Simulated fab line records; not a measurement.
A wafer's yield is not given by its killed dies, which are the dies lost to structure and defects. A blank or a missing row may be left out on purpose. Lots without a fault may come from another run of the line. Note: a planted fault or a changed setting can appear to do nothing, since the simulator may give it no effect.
The tool behind it: which one? | flow sky130 | 12 lots with 36 wafers sampled at 3 steps, on a route of 708 steps

== WHAT THE GAUGES SHOWED, per wafer ==
SKY_SD_N_CD_MEAS_07: the cd target is 380 nm.
lot  | measured     | on       | cdNm (nm)
L548 | day 27 20:25 | cdSem-01 | 379.5 378.5 381.4
L549 | day 27 22:28 | cdSem-01 | 376.2 377.1 380.8
L550 | day 29 01:53 | cdSem-01 | 379.3 379.9 377.1
L553 | day 29 15:10 | cdSem-02 | 377.1 375.6 376.7
L554 | day 29 22:35 | cdSem-01 | 374.2 373.5 375.3
L555 | day 30 12:23 | cdSem-01 | 376.8 381.4 378.9
L556 | day 30 15:31 | cdSem-01 | 380.9 381.5 380.6
L557 | day 31 04:40 | cdSem-01 | 382.7 381.9 382.3
L563 | day 33 11:20 | cdSem-01 | 376.6 376.9 377.6
L564 | day 33 11:39 | cdSem-01 | 377.7 377.9 376.6
L570 | day 36 01:32 | cdSem-01 | 376.9 377.4 379.3
L571 | day 36 01:59 | cdSem-02 | 379.1 378.9 379.8

SKY_LI_CONTACT_CD_MEAS_12: the cd target is 170 nm.
lot  | measured     | on       | cdNm (nm)
L548 | day 29 02:37 | cdSem-01 | 169.5 169.9 170.3
L549 | day 29 04:36 | cdSem-01 | 170.1 171.1 170.7
L550 | day 30 08:32 | cdSem-02 | 168.7 169.0 170.0
L553 | day 30 21:25 | cdSem-01 | 172.8 172.0 172.9
L554 | day 31 05:02 | cdSem-02 | 171.6 170.4 170.7
L555 | day 31 18:10 | cdSem-01 | 170.2 169.7 171.0
L556 | day 31 20:41 | cdSem-02 | 169.3 170.2 170.2
L557 | day 32 10:43 | cdSem-02 | 170.6 169.9 169.0
L563 | day 34 15:26 | cdSem-02 | 171.1 171.6 171.1
L564 | day 34 15:29 | cdSem-01 | 163.6 165.4 166.6
L570 | day 37 05:16 | cdSem-01 | 171.6 172.3 172.9
L571 | day 37 06:17 | cdSem-02 | 169.7 171.0 170.1

== TOOL THAT RAN EACH LOT (tool first, then ch and the chambers of the sampled wafers, then the start) ==
lot  | SKY_LI_CONTACT_EXPOSE_09
L548 | krfScanner-02 ch 0, day 28 12:13
L549 | krfScanner-02 ch 0, day 28 14:38
L550 | krfScanner-01 ch 0, day 29 17:56
L553 | krfScanner-01 ch 0, day 30 08:13
L554 | krfScanner-01 ch 0, day 30 14:41
L555 | krfScanner-01 ch 0, day 31 04:37
L556 | krfScanner-01 ch 0, day 31 07:27
L557 | krfScanner-02 ch 0, day 31 20:28
L563 | krfScanner-01 ch 0, day 34 02:22
L564 | krfScanner-02 ch 0, day 34 02:38
L570 | krfScanner-01 ch 0, day 36 16:16
L571 | krfScanner-01 ch 0, day 36 16:56
- SKY_LI_CONTACT_EXPOSE_09: exposes mask LICM1, target cd 170 nm.

== WHAT THE TOOLS THEMSELVES READ (means of the sampled wafers that have a number; where no wafer has one, the mark that the record gives instead) ==
SKY_LI_CONTACT_EXPOSE_09.
lot  | tool          | reticleTempC (C)
L548 | krfScanner-02 | 23.01
L549 | krfScanner-02 | 23.06
L550 | krfScanner-01 | 23.06
L553 | krfScanner-01 | 23.05
L554 | krfScanner-01 | 23.06
L555 | krfScanner-01 | 22.97
L556 | krfScanner-01 | 23.07
L557 | krfScanner-02 | 22.96
L563 | krfScanner-01 | 23.00
L564 | krfScanner-02 | 22.92
L570 | krfScanner-01 | 23.13
L571 | krfScanner-01 | 22.95

== THE ANSWER, worked out from the rows above alone ==
Rule: what is usual is taken from the lots themselves. Put in order of their means at a reading, lots are off if they are a third of the lots or fewer, leave a main group of 4 or more, and stand apart from it by a gap of 3 or more times the standard deviation of the main group's means; of several such gaps the widest counts. If all means in a main group match to the digits the tables above print for the reading, that group is not used. Also off: a lot with no number at a reading for which 4 or more lots have one. Where the step has rows for the other lots, those lots are counted as sound. After the gauges, taken in route order, come the tools' own readings; for these a lot's mean is taken, as printed above. The first step at which some lot is off is used, and at that step the reading that is off furthest; a lot without a number counts as furthest.
Off: L564 (SKY_LI_CONTACT_CD_MEAS_12, cdNm). The main group: mean 170.6 nm, standard deviation 0.99.
If a tool, at a process step before that reading, ran all the lots that are off and no sound lot after the first of them, it fits. Those tools and the gauges at SKY_LI_CONTACT_CD_MEAS_12 are tried in the same way. One fits: SKY_LI_CONTACT_EXPOSE_09 on krfScanner-02. Its last sound lot is L557 (day 31 20:28), its first lot that is off L564 (day 34 02:38): a fault that began between those two fits.

== WHAT THE SIMULATOR PUT IN ==
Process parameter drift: krfScanner-02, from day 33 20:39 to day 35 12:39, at SKY_LI_CONTACT_EXPOSE_09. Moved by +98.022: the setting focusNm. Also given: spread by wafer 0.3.
Struck lots among those shown: L564. Same finding as the rule above.
